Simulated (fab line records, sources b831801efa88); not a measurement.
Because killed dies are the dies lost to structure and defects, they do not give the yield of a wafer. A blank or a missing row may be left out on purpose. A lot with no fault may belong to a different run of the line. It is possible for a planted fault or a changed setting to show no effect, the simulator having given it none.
fab line records ; flow sky130
record: lots: 6; wafers: 18; lastDay: 49
route steps=708 shown LOCAL_INTERCONNECT@388 PAD_OPEN@708
lots untouched by any fault: they come from a run of this same line in which no faults occurred
startH: start of the lot's first displayed wafer, in hours after the record's first day ; waitH: hours elapsed since this lot's preceding step ; " as in the row above ; L1.1+2: a single row standing in for several wafers ; - no value, or no start was given ; * or withheld: withheld ; < > ~ a bound
route shown NAME@n: a module of which the file shows steps, and the number in the route of the first ; usual: mean/standard deviation taken from wafers without a fault ; same: alike in all rows ; chamber/n: place in a boat ; sites: readings site by site ; _std_site: the standard deviation of these ; _edge_site: outer sites' mean less inner sites' ; radiusMm: how far each site lies from the wafer's centre ; mask NAME#n: copy n ; behind: the last tool/chamber to shape the wafer ; hold: why the lot was held/for how many hours/how that ended ; device: names the non-switching transistor (n, p or np) ; end of line: the tests these same wafers got at the end of their route ; for a step that has no rows: nothing shown but its recipe ; killed: dies that structure and defects cost at the first sort, which is not the same as the wafer's yield ; map: the dies of a wafer, with x for killed, . for not killed, _ for no die there
set.NAME: the setting that was run; set.NAME@STEP: the one run at that earlier step ; model.NAME: the simulator's own value behind a step, which no gauge read
lots seen at some steps along the route; tables by step, rows by wafer
services: a tool's chamber out of use, with start hour (startH, from the record's first day; less than 0 if before it), hours out, and reason
== steps ==
step: SKY_LOCAL_INTERCONNECT_RS_MEAS_01
recipe: thkMeasGauge: four-point-probe; reads: TiN_of_LOCAL_INTERCONNECT_SPUTTER_00
usual: LOCAL_INTERCONNECT_TIN_RS: 14.13/0.13
lot.wafer;tool;chamber;startH;waitH;LOCAL_INTERCONNECT_TIN_RS[ohm/sq]
L483.1;filmMetro-04;-;686.27;0.0;14.32
L483.4;filmMetro-04;-;686.27;0.0;14.14
L483.5;filmMetro-04;-;686.27;0.0;14.25
L488.3;filmMetro-03;-;761.80;0.1;14.09
L488.5;filmMetro-03;-;761.80;0.1;14.16
L488.6;filmMetro-03;-;761.80;0.1;14.24
L493.1;filmMetro-03;-;790.69;0.0;14.12
L493.3;filmMetro-03;-;790.69;0.0;14.20
L493.6;filmMetro-03;-;790.69;0.0;14.21
L494.1;filmMetro-04;-;792.97;0.0;14.09
L494.2;filmMetro-04;-;792.97;0.0;14.10
L494.5;filmMetro-04;-;792.97;0.0;14.11
L497.1;filmMetro-02;-;811.46;0.0;14.31
L497.3;filmMetro-02;-;811.46;0.0;14.31
L497.4;filmMetro-02;-;811.46;0.0;14.17
L498.3;filmMetro-04;-;816.65;0.1;14.07
L498.5;filmMetro-04;-;816.65;0.1;14.11
L498.6;filmMetro-04;-;816.65;0.1;14.09
step: SKY_LOCAL_INTERCONNECT_THK_MEAS_02
recipe: thkMeasGauge: xrf; reads: TiN_of_LOCAL_INTERCONNECT_SPUTTER_00
usual: LOCAL_INTERCONNECT_TIN_THK: 100.3/0.97
lot.wafer;tool;chamber;startH;waitH;LOCAL_INTERCONNECT_TIN_THK[nm]
L483.1;filmMetro-04;-;686.39;0.1;98.7
L483.4;filmMetro-04;-;686.39;0.1;99.9
L483.5;filmMetro-04;-;686.39;0.1;99.4
L488.3;filmMetro-03;-;761.90;0.1;100.9
L488.5;filmMetro-03;-;761.90;0.1;100.4
L488.6;filmMetro-03;-;761.90;0.1;100.0
L493.1;filmMetro-03;-;790.81;0.1;100.3
L493.3;filmMetro-03;-;790.81;0.1;99.8
L493.6;filmMetro-03;-;790.81;0.1;99.9
L494.1;filmMetro-04;-;793.09;0.1;100.2
L494.2;filmMetro-04;-;793.09;0.1;100.5
L494.5;filmMetro-04;-;793.09;0.1;100.1
L497.1;filmMetro-02;-;811.58;0.1;99.5
L497.3;filmMetro-02;-;811.58;0.1;98.8
L497.4;filmMetro-02;-;811.58;0.1;99.7
L498.3;filmMetro-04;-;816.75;0.1;100.1
L498.5;filmMetro-04;-;816.75;0.1;100.5
L498.6;filmMetro-04;-;816.75;0.1;100.0
step: SKY_LOCAL_INTERCONNECT_DEHYDRATE_03
recipe: tempC: 200; timeS: 60
step: SKY_LOCAL_INTERCONNECT_HMDS_04
recipe: primeTimeS: 60; primeTempC: 120
step: SKY_LOCAL_INTERCONNECT_COAT_05
recipe: resist: BARC; tempC: withheld; timeS: withheld; spinRpm: 3000; resistThkNm: 60
step: SKY_LOCAL_INTERCONNECT_COAT_06
recipe: resist: KrF-thick; spinRpm: 3000; resistThkNm: 450
step: SKY_LOCAL_INTERCONNECT_SOFTBAKE_07
recipe: tempC: 100; timeS: 90; resist: KrF-thick
step: SKY_LOCAL_INTERCONNECT_EXPOSE_08
recipe: maskId: LI1M; na: 0.8; sourceShape: annular; sigmaInner: 0.55; sigmaOuter: 0.85; targetCdNm: 170; doseMj: 28
step: SKY_LOCAL_INTERCONNECT_PEB_09
recipe: pebTempC: withheld; pebTimeS: withheld; resist: KrF-thick
step: SKY_LOCAL_INTERCONNECT_DEVELOP_10
recipe: developTimeS: 60; resist: KrF-thick; devTempC: 21
step: SKY_LOCAL_INTERCONNECT_CD_MEAS_11
recipe: targetCdNm: 170
usual: cdNm: 170.0/1.5
lot.wafer;tool;chamber;startH;waitH;cdNm
L483.1;cdSem-02;-;714.16;-;168.2
L483.4;cdSem-02;-;714.16;-;167.7
L483.5;cdSem-02;-;714.16;-;167.8
L488.3;cdSem-01;-;788.98;-;167.0
L488.5;cdSem-01;-;788.98;-;167.8
L488.6;cdSem-01;-;788.98;-;168.3
L493.1;cdSem-01;-;817.39;-;168.4
L493.3;cdSem-01;-;817.39;-;167.8
L493.6;cdSem-01;-;817.39;-;169.6
L494.1;cdSem-02;-;819.64;-;171.1
L494.2;cdSem-02;-;819.64;-;171.3
L494.5;cdSem-02;-;819.64;-;170.6
L497.1;cdSem-01;-;838.69;-;169.1
L497.3;cdSem-01;-;838.69;-;169.3
L497.4;cdSem-01;-;838.69;-;169.5
L498.3;cdSem-02;-;843.55;-;171.0
L498.5;cdSem-02;-;843.55;-;172.5
L498.6;cdSem-02;-;843.55;-;171.4
step: SKY_LOCAL_INTERCONNECT_OVL_MEAS_12
usual: LOCAL_INTERCONNECT_OVL: 1/4.8
lot.wafer;tool;chamber;startH;waitH;LOCAL_INTERCONNECT_OVL[nm]
L483.1;overlay-01;-;714.28;0.1;8
L483.4;overlay-01;-;714.28;0.1;1
L483.5;overlay-01;-;714.28;0.1;3
L488.3;overlay-02;-;789.07;0.1;-2
L488.5;overlay-02;-;789.07;0.1;3
L488.6;overlay-02;-;789.07;0.1;3
L493.1;overlay-02;-;817.51;0.1;3
L493.3;overlay-02;-;817.51;0.1;11
L493.6;overlay-02;-;817.51;0.1;-2
L494.1;overlay-01;-;819.76;0.1;5
L494.2;overlay-01;-;819.76;0.1;5
L494.5;overlay-01;-;819.76;0.1;3
L497.1;overlay-01;-;838.81;0.1;-3
L497.3;overlay-01;-;838.81;0.1;-2
L497.4;overlay-01;-;838.81;0.1;6
L498.3;overlay-01;-;843.64;0.1;3
L498.5;overlay-01;-;843.64;0.1;0
L498.6;overlay-01;-;843.64;0.1;-5
step: SKY_LOCAL_INTERCONNECT_ETCH_13
recipe: chemistry: N2/H2; target: BARC; ionEnergyEv: 200; biasW: 100; pressureMtorr: 30; n2FlowSccm: 100; h2FlowSccm: 200; icpW: 500; stopOn: SiO2; timeS: 45.9; targetDepthA: 600
usual: drypumpMotorCurrentA: 5.8/0.46; oesProductAu: 0.855/0.0047; runLengthS: 74.4/0.44; throttleValvePct: 13.224/0.0086
lot.wafer;tool;chamber;startH;waitH;drypumpMotorCurrentA;oesProductAu;rfHoursCounterH;runLengthS;throttleValvePct;model.KrF-thick_of_LOCAL_INTERCONNECT_COAT_06.thkNm;model.SiO2_of_SONOS_ONO_CVD_04.thkNm
L483.1;rieMetal-01;1;714.32;0.0;6.6;0.851;10;75.2;13.230;393.9;3.919
L483.4;rieMetal-01;1;714.32;0.0;6.6;0.850;-;74.7;13.221;393.7;3.889
L483.5;rieMetal-01;1;714.32;0.0;6.6;0.851;-;75.1;13.214;393.3;3.931
L488.3;rieMetal-03;0;789.14;0.1;5.7;0.850;-;74.4;13.219;393.5;4.351
L488.5;rieMetal-03;0;789.14;0.1;5.7;0.857;-;74.5;13.228;393.9;4.299
L488.6;rieMetal-03;0;789.14;0.1;5.7;0.855;-;74.1;13.226;393.9;4.24
L493.1;rieMetal-03;1;817.55;0.0;5.5;0.859;1;74.8;13.228;392.1;4.13
L493.3;rieMetal-03;1;817.55;0.0;5.5;0.856;-;74.6;13.212;391.4;4.098
L493.6;rieMetal-03;1;817.55;0.0;5.6;0.790;-;81.2;13.222;384.6;3.84
L494.1;rieMetal-03;1;819.80;0.0;5.5;0.859;1;74.7;13.222;391;4.315
L494.2;rieMetal-03;1;819.80;0.0;5.5;0.795;-;81.7;13.223;384.9;3.991
L494.5;rieMetal-03;1;819.80;0.0;5.5;0.855;-;75.0;13.236;390.6;4.334
L497.1;rieMetal-01;1;838.85;0.0;6.6;0.858;15;75.0;13.233;392.5;4.198
L497.3;rieMetal-01;0;838.85;0.0;6.4;0.865;-;74.2;13.221;392.7;4.185
L497.4;rieMetal-01;1;838.85;0.0;6.6;0.853;-;74.9;13.221;394.2;4.273
L498.3;rieMetal-04;0;843.69;0.0;6.4;0.858;-;73.8;13.221;389.8;4.292
L498.5;rieMetal-04;0;843.69;0.0;6.4;0.860;-;73.5;13.212;392.2;4.391
L498.6;rieMetal-04;1;843.69;0.0;5.1;0.858;-;74.2;13.227;390.7;4.363
step: SKY_LOCAL_INTERCONNECT_METAL_ETCH_14
recipe: targetDepthNm: 110; stopOn: PSG; chemistry: Cl2/BCl3; target: TiN; resistSidewallDeg: 88; pressureMtorr: 10; icpW: 900; biasW: 48.5; Cl2_flow_sccm: 60; bcl3FlowSccm: 30; timeS: 31.4
usual: drypumpMotorCurrentA: 5.8/0.47; oesProductAu: 0.943/0.0067; runLengthS: 59.9/0.42; throttleValvePct: 21.900/0.0096
lot.wafer;tool;chamber;startH;waitH;drypumpMotorCurrentA;oesProductAu;rfHoursCounterH;runLengthS;throttleValvePct;model.KrF-thick_of_LOCAL_INTERCONNECT_COAT_06.thkNm
L483.1;rieMetal-01;1;714.44;0.1;6.6;0.930;10;60.2;21.906;350
L483.4;rieMetal-01;1;714.44;0.1;6.6;0.946;-;60.4;21.913;349.9
L483.5;rieMetal-01;1;714.44;0.1;6.6;0.933;-;60.5;21.897;349.3
L488.3;rieMetal-03;0;789.26;0.1;5.7;0.941;-;59.7;21.899;350.1
L488.5;rieMetal-03;0;789.26;0.1;5.7;0.938;-;59.6;21.913;350.3
L488.6;rieMetal-03;0;789.26;0.1;5.6;0.942;-;59.5;21.893;350.8
L493.1;rieMetal-03;1;817.68;0.1;5.6;0.947;1;60.0;21.893;347.5
L493.3;rieMetal-03;1;817.68;0.1;5.5;0.943;-;60.0;21.909;346.9
L493.6;rieMetal-03;1;817.68;0.1;5.5;0.936;-;60.0;21.897;339.9
L494.1;rieMetal-03;1;819.93;0.1;5.5;0.942;1;60.0;21.889;346.3
L494.2;rieMetal-03;1;819.93;0.1;5.5;0.947;-;60.2;21.906;340.7
L494.5;rieMetal-03;1;819.93;0.1;5.5;0.951;-;60.3;21.894;346.5
L497.1;rieMetal-01;1;838.91;0.0;6.6;0.941;15;60.2;21.898;348.5
L497.3;rieMetal-01;0;838.91;0.0;6.4;0.937;-;59.6;21.890;349.1
L497.4;rieMetal-01;1;838.91;0.0;6.6;0.941;-;60.2;21.894;350.2
L498.3;rieMetal-04;0;843.75;0.0;6.4;0.944;-;59.0;21.899;346.4
L498.5;rieMetal-04;0;843.75;0.0;6.4;0.941;-;59.1;21.909;348.2
L498.6;rieMetal-04;1;843.75;0.0;5.1;0.952;-;60.1;21.911;347
step: SKY_LOCAL_INTERCONNECT_STRIP_15
recipe: chemistry: O2/N2; powerW: 1400; pressureMtorr: 1500; platenTempC: withheld; o2FlowSccm: 3000; n2FlowSccm: 300; overashFraction: 0.5
usual: drypumpMotorCurrentA: 5.4/0.55; oesProductAu: 0.427/0.0044; stripTimeToEndpointS: 4.728/0.022
lot.wafer;tool;chamber;startH;waitH;drypumpMotorCurrentA;oesProductAu;rfHoursCounterH;stripTimeToEndpointS
L483.1;plasmaAsher-04;0;714.54;0.1;5.0;0.426;91;4.744
L483.4;plasmaAsher-04;1;714.54;0.1;4.7;0.423;-;4.718
L483.5;plasmaAsher-04;1;714.54;0.1;4.7;0.426;-;4.722
L488.3;plasmaAsher-01;1;789.36;0.1;6.1;0.431;-;4.737
L488.5;plasmaAsher-01;1;789.36;0.1;6.0;0.428;-;4.735
L488.6;plasmaAsher-01;0;789.36;0.1;5.4;0.428;-;4.732
L493.1;plasmaAsher-04;1;817.78;0.1;4.7;0.422;101;4.701
L493.3;plasmaAsher-04;0;817.78;0.1;5.0;0.425;-;4.699
L493.6;plasmaAsher-04;0;817.78;0.1;5.0;0.425;-;4.640
L494.1;plasmaAsher-04;1;820.03;0.1;4.7;0.416;101;4.689
L494.2;plasmaAsher-04;0;820.03;0.1;5.0;0.426;101;4.640
L494.5;plasmaAsher-04;0;820.03;0.1;5.0;0.431;-;4.695
L497.1;plasmaAsher-02;0;838.96;0.0;5.8;0.427;9;4.722
L497.3;plasmaAsher-02;0;838.96;0.0;5.8;0.432;-;4.735
L497.4;plasmaAsher-02;1;838.96;0.0;6.2;0.425;-;4.738
L498.3;plasmaAsher-01;1;843.81;0.1;6.1;0.431;-;4.696
L498.5;plasmaAsher-01;0;843.81;0.1;5.3;0.431;-;4.717
L498.6;plasmaAsher-01;1;843.81;0.1;6.1;0.424;-;4.705
step: SKY_LOCAL_INTERCONNECT_STRIP_16
recipe: chemistry: postEtchResidueRemover; timeS: 1200; tempC: 72.5
step: SKY_PAD_OPEN_PROBE_99
usual: killed_at_M0_to_M3: 44/7; killed_at_M4_up: 3.0/2; killedAtContacts: 24/5.3; killedAtFrontEnd: 15/4; killedAtOther: 0.2/0.41; killedDies: 87/9.1; killedOpen: 49/7.3; killedShort: 38/5.9
same: grossDies: 492; killedAtBackSide: 0
lot.wafer;tool;chamber;startH;waitH;killed_at_M0_to_M3;killed_at_M4_up;killedAtContacts;killedAtFrontEnd;killedAtOther;killedDies;killedOpen;killedShort
L483.1;prober-01;-;1084.22;0.1;44;4;32;14;0;94;62;32
L483.4;prober-01;-;1084.37;0.2;45;3;36;14;0;98;58;40
L483.5;prober-01;-;1084.42;0.2;48;4;19;24;0;95;53;42
L488.3;prober-02;-;1138.07;0.2;34;2;24;17;0;77;45;32
L488.5;prober-02;-;1138.17;0.2;44;3;31;10;0;88;44;44
L488.6;prober-02;-;1138.22;0.2;38;2;28;21;0;89;61;28
L493.1;prober-01;-;1158.05;0.1;43;4;21;15;0;83;46;37
L493.3;prober-01;-;1158.15;0.2;59;3;26;15;0;103;58;45
L493.6;prober-01;-;1158.30;0.2;47;2;27;14;0;90;47;43
L494.1;prober-02;-;1161.28;0.1;28;6;21;14;0;69;35;34
L494.2;prober-02;-;1161.33;0.1;50;4;19;22;0;95;58;37
L494.5;prober-02;-;1161.48;0.2;32;4;23;15;0;74;41;33
L497.1;prober-01;-;1172.30;0.1;43;6;20;21;0;90;46;44
L497.3;prober-01;-;1172.40;0.2;38;4;25;17;0;84;44;40
L497.4;prober-01;-;1172.45;0.2;35;2;26;16;0;79;41;38
L498.3;prober-01;-;1177.39;0.2;41;3;39;14;0;97;47;50
L498.5;prober-01;-;1177.49;0.2;43;0;20;19;1;83;47;36
L498.6;prober-01;-;1177.54;0.2;46;2;23;20;0;91;47;44
killed by level:class
L483.1 CONTACT:geometricParticle:open=17 VIA1:geometricParticle:open=10 VIA3:geometricParticle:open=10 VIA2:geometricParticle:open=8 LI_CONTACT:geometricParticle:open=7 METAL2:geometricParticle:short=6 LOCAL_INTERCONNECT:geometricParticle:short=4 POLY_GATE:geometricParticle:short=3
L483.4 CONTACT:geometricParticle:open=15 LI_CONTACT:geometricParticle:open=11 VIA1:geometricParticle:open=10 FIELD_ISO:geometricParticle:short=7 CONTACT:geometricParticle:short=7 VIA3:geometricParticle:open=6 VIA1:geometricParticle:short=5 METAL1:geometricParticle:short=4
L483.5 CONTACT:geometricParticle:open=9 METAL2:geometricParticle:short=8 POLY_GATE:geometricParticle:open=7 LI_CONTACT:geometricParticle:open=7 VIA3:geometricParticle:open=6 VIA1:geometricParticle:open=6 FIELD_ISO:geometricParticle:short=5 POLY_GATE:geometricParticle:short=5
L488.3 VIA1:geometricParticle:open=14 CONTACT:geometricParticle:open=11 CONTACT:geometricParticle:short=8 POLY_GATE:geometricParticle:open=6 POLY_GATE:geometricParticle:short=5 METAL2:geometricParticle:short=4 VIA2:geometricParticle:open=4 LOCAL_INTERCONNECT:geometricParticle:short=3
L488.5 CONTACT:geometricParticle:open=14 VIA1:geometricParticle:open=9 LI_CONTACT:geometricParticle:short=6 VIA1:geometricParticle:short=6 LI_CONTACT:geometricParticle:open=5 VIA3:geometricParticle:short=5 METAL2:geometricParticle:short=5 VIA3:geometricParticle:open=5
L488.6 CONTACT:geometricParticle:open=16 VIA1:geometricParticle:open=11 FIELD_ISO:geometricParticle:open=8 LI_CONTACT:geometricParticle:open=6 VIA3:geometricParticle:open=5 VIA2:geometricParticle:open=5 POLY_GATE:geometricParticle:open=4 POLY_GATE:geometricParticle:short=4
L493.1 VIA1:geometricParticle:open=11 VIA2:geometricParticle:open=9 VIA3:geometricParticle:open=7 LI_CONTACT:geometricParticle:open=6 VIA1:geometricParticle:short=6 METAL2:geometricParticle:short=6 CONTACT:geometricParticle:open=5 FIELD_ISO:geometricParticle:open=4
L493.3 VIA2:geometricParticle:open=14 VIA1:geometricParticle:open=13 LI_CONTACT:geometricParticle:open=8 VIA3:geometricParticle:open=7 CONTACT:geometricParticle:open=6 METAL2:geometricParticle:short=6 FIELD_ISO:geometricParticle:short=5 LI_CONTACT:geometricParticle:short=5
L493.6 VIA1:geometricParticle:open=13 LI_CONTACT:geometricParticle:open=9 VIA3:geometricParticle:open=8 LOCAL_INTERCONNECT:geometricParticle:short=6 METAL2:geometricParticle:short=6 METAL1:geometricParticle:short=5 VIA2:geometricParticle:open=5 SPACER:geometricParticle:short=4
L494.1 LI_CONTACT:geometricParticle:open=8 METAL1:geometricParticle:short=6 METAL4:geometricParticle:short=5 CONTACT:geometricParticle:short=5 FIELD_ISO:geometricParticle:open=4 CONTACT:geometricParticle:open=4 VIA1:geometricParticle:open=4 SPACER:geometricParticle:open=3
L494.2 VIA1:geometricParticle:open=13 CONTACT:geometricParticle:open=9 VIA2:geometricParticle:open=9 FIELD_ISO:geometricParticle:open=7 METAL2:geometricParticle:short=6 FIELD_ISO:geometricParticle:short=5 POLY_GATE:geometricParticle:open=5 LI_CONTACT:geometricParticle:open=5
L494.5 VIA2:geometricParticle:open=7 POLY_GATE:geometricParticle:open=5 LI_CONTACT:geometricParticle:open=5 LI_CONTACT:geometricParticle:short=5 CONTACT:geometricParticle:short=5 VIA1:geometricParticle:open=5 VIA3:geometricParticle:open=5 FIELD_ISO:geometricParticle:open=4
L497.1 VIA1:geometricParticle:open=12 FIELD_ISO:geometricParticle:short=7 VIA1:geometricParticle:short=7 CONTACT:geometricParticle:open=6 METAL1:geometricParticle:short=6 LI_CONTACT:geometricParticle:open=5 METAL2:geometricParticle:short=4 VIA3:geometricParticle:open=4
L497.3 VIA1:geometricParticle:open=13 CONTACT:geometricParticle:open=8 LOCAL_INTERCONNECT:geometricParticle:short=6 LI_CONTACT:geometricParticle:open=5 CONTACT:geometricParticle:short=5 VIA2:geometricParticle:open=5 VIA3:geometricParticle:open=5 FIELD_ISO:geometricParticle:short=4
L497.4 CONTACT:geometricParticle:open=8 VIA2:geometricParticle:open=8 LI_CONTACT:geometricParticle:open=7 POLY_GATE:geometricParticle:short=6 LOCAL_INTERCONNECT:geometricParticle:short=6 METAL1:geometricParticle:short=6 VIA1:geometricParticle:open=5 METAL2:geometricParticle:short=5
L498.3 METAL2:geometricParticle:short=11 CONTACT:geometricParticle:open=11 LI_CONTACT:geometricParticle:open=10 LOCAL_INTERCONNECT:geometricParticle:short=8 CONTACT:geometricParticle:short=7 VIA1:geometricParticle:open=6 VIA2:geometricParticle:open=6 FIELD_ISO:geometricParticle:short=5
L498.5 CONTACT:geometricParticle:open=11 VIA2:geometricParticle:open=9 FIELD_ISO:geometricParticle:open=6 METAL1:geometricParticle:short=6 VIA1:geometricParticle:open=6 POLY_GATE:geometricParticle:open=5 METAL2:geometricParticle:short=5 FIELD_ISO:geometricParticle:short=4
L498.6 METAL1:geometricParticle:short=9 VIA2:geometricParticle:open=9 CONTACT:geometricParticle:open=8 VIA1:geometricParticle:open=6 FIELD_ISO:geometricParticle:open=5 VIA1:geometricParticle:short=5 POLY_GATE:geometricParticle:open=5 LI_CONTACT:geometricParticle:open=5
== services ==
tool;chamber;startH;hours;kind
rieMetal-01;0;696.84;-;clean
rieMetal-01;0;696.84;18.0;scheduledDown
rieMetal-01;0;696.84;18.0;ventCycle
rieMetal-03;0;717.05;-;clean
rieMetal-03;0;717.05;15.0;scheduledDown
rieMetal-03;0;717.05;15.0;ventCycle
plasmaAsher-02;-;733.75;9.0;pm
plasmaAsher-02;0;733.75;9.0;ventCycle
plasmaAsher-02;1;733.75;9.0;ventCycle
plasmaAsher-02;0;742.75;-;clean
plasmaAsher-02;1;742.75;-;clean
rieMetal-03;-;773.45;2.8;pm
rieMetal-03;1;777.60;-;clean
rieMetal-03;1;777.60;26.1;scheduledDown
rieMetal-03;1;777.60;26.1;ventCycle
plasmaAsher-02;-;781.15;2.8;pm
rieMetal-04;1;802.07;-;clean
rieMetal-04;1;802.07;19.5;scheduledDown
rieMetal-04;1;802.07;19.5;ventCycle
rieMetal-03;0;806.37;44.3;repair
== key ==
firstSign: step: SKY_LOCAL_INTERCONNECT_ETCH_13; reading: runLengthS; direction: up; sigmas: 16; usual: *; struck: *
effect: step: SKY_LOCAL_INTERCONNECT_ETCH_13; reading: oesProductAu; direction: down; sigmas: 13; usual: 0.855; struck: 0.792
effect: step: SKY_LOCAL_INTERCONNECT_STRIP_15; reading: stripTimeToEndpointS; direction: down; sigmas: 4; usual: *; struck: *
modelEffect: step: SKY_LOCAL_INTERCONNECT_ETCH_13; value: KrF-thick_of_LOCAL_INTERCONNECT_COAT_06.thkNm; without: 391.2; struck: 384.7
modelEffect: step: SKY_LOCAL_INTERCONNECT_METAL_ETCH_14; value: KrF-thick_of_LOCAL_INTERCONNECT_COAT_06.thkNm; without: 346.7; struck: 340.3
metAt SKY_LOCAL_INTERCONNECT_ETCH_13
struckWafers L493.6,L494.2
testerLeftOut L493,L494
onsetBetween 789.14 817.55
fault: kind: processParameterDrift; tool: rieMetal-03; chamber: -; onsetH: 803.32; steps: SKY_LOCAL_INTERCONNECT_ETCH_13; channel: timeS; offset: *; shape: step; endH: 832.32; scope: struckWafersOnly; actsIn: *; stated: *
testerLeftOut: of these lots the tester's yield and bins aren't shown, on N5 and GAA mostly nor the transistor test; their killed dies are dies lost to structure and defects alone, not to doping, threshold or leakage, so they don't give the yield
